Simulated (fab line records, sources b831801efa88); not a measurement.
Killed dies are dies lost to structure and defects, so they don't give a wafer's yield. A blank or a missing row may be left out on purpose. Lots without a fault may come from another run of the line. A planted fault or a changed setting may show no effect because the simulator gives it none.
A struck lot beside a sound one | flow sky130 | 15 steps out of a route of 708
Sound: wafers L150.3, L150.4, L150.5. Struck: wafers L164.2, L164.4, L164.5. The cause comes at the end.
At each step with rows: each side's tool, then ch and its chambers, then its first start. Under that, the readings that differ: sound wafers | struck wafers | difference of the means | sigmas: that difference in standard deviations of wafers without a fault.
alike: readings whose means differ by less than 2 such deviations, and words and numbers that are the same on both sides. not compared: withheld readings, readings that some wafer has no value for, bounds like >300 that may hide the same value, and numbers for which the record gives no deviation and whose values overlap.
The two part at a step that has a row with sigmas, a row that says differs or no value, or rows on one side only. Numbers that don't overlap but have no deviation are shown without sigmas and don't part them. A reading that every wafer of one side lacks parts them only if that side has two wafers or more.

first, 2 steps without rows for these wafers: SKY_GATE_OXIDE_IMPLANT_11; SKY_GATE_OXIDE_WET_ETCH_12 (etches SiO2 in dHF, target depth 16.8 nm, time 336 s).
SKY_GATE_OXIDE_STRIP_13: strips in O2/N2.
  sound on plasma_asher-02 ch 0,1, day 15 13:07; struck on plasma_asher-04 ch 0,1, day 19 22:00
  alike: drypump_motor_current_A, oes_product_au, strip_time_to_endpoint_s
  not compared: rf_hours_counter_h
SKY_GATE_OXIDE_TW_MEAS_14:
  sound on film_metro-03, day 15 13:11; struck on film_metro-02, day 19 22:07
  reading       | sound             | struck            | difference | sigmas
  GATE_OXIDE_TW | 227.2 227.7 227.8 | 223.3 223.9 225.0 | -3.5       | -2
then, 3 steps without rows for these wafers: SKY_GATE_OXIDE_CLEAN_15 (cleans in SC1/SC2, time 150 s); SKY_GATE_OXIDE_OXIDATION_16 (stabilise 600 s, purge 300 s, target thk 3.57 nm); SKY_POLY_GATE_CVD_00 (deposits poly-Si, target thk 180 nm, time 720 s).
SKY_POLY_GATE_THK_MEAS_01:
  sound on film_metro-02, day 15 16:12; struck on film_metro-01, day 20 01:33
  alike: POLY_GATE_CVD_00_THK
then, 4 steps without rows for these wafers: SKY_RES_PROTECT_DEHYDRATE_00 (time 60 s); SKY_RES_PROTECT_HMDS_01 (prime time 60 s); SKY_RES_PROTECT_COAT_02 (resist thk 1140 nm); SKY_RES_PROTECT_SOFTBAKE_03 (time 60 s).
SKY_RES_PROTECT_EXPOSE_04: exposes mask RPM, target cd 1270 nm.
  sound on iline_stepper-02 ch 0, day 16 06:28; struck on iline_stepper-02 ch 0, day 20 17:08
  reading                             | sound                | struck               | difference | sigmas
  model.RES_PROTECT.overlay_x_nm (nm) | -1.191 -1.191 -1.191 | -102.9 -102.9 -102.9 | -101.7     |
  alike: mask
then, 1 step without rows for these wafers: SKY_RES_PROTECT_PEB_05.
-- the record jumps here: 29 days lie between the struck wafers' starts before and after (it left off in module RES_PROTECT and takes up again in module PAD_OPEN, whose first step shown is number 708 of the route) --
SKY_PAD_OPEN_PROBE_99:
  the record has rows for the struck wafers here (prober-02, day 49 20:37) and none for the sound ones

WHERE THEY PART
First at SKY_GATE_OXIDE_TW_MEAS_14; last, within this record, at SKY_PAD_OPEN_PROBE_99.

WHY: what the simulator had put in
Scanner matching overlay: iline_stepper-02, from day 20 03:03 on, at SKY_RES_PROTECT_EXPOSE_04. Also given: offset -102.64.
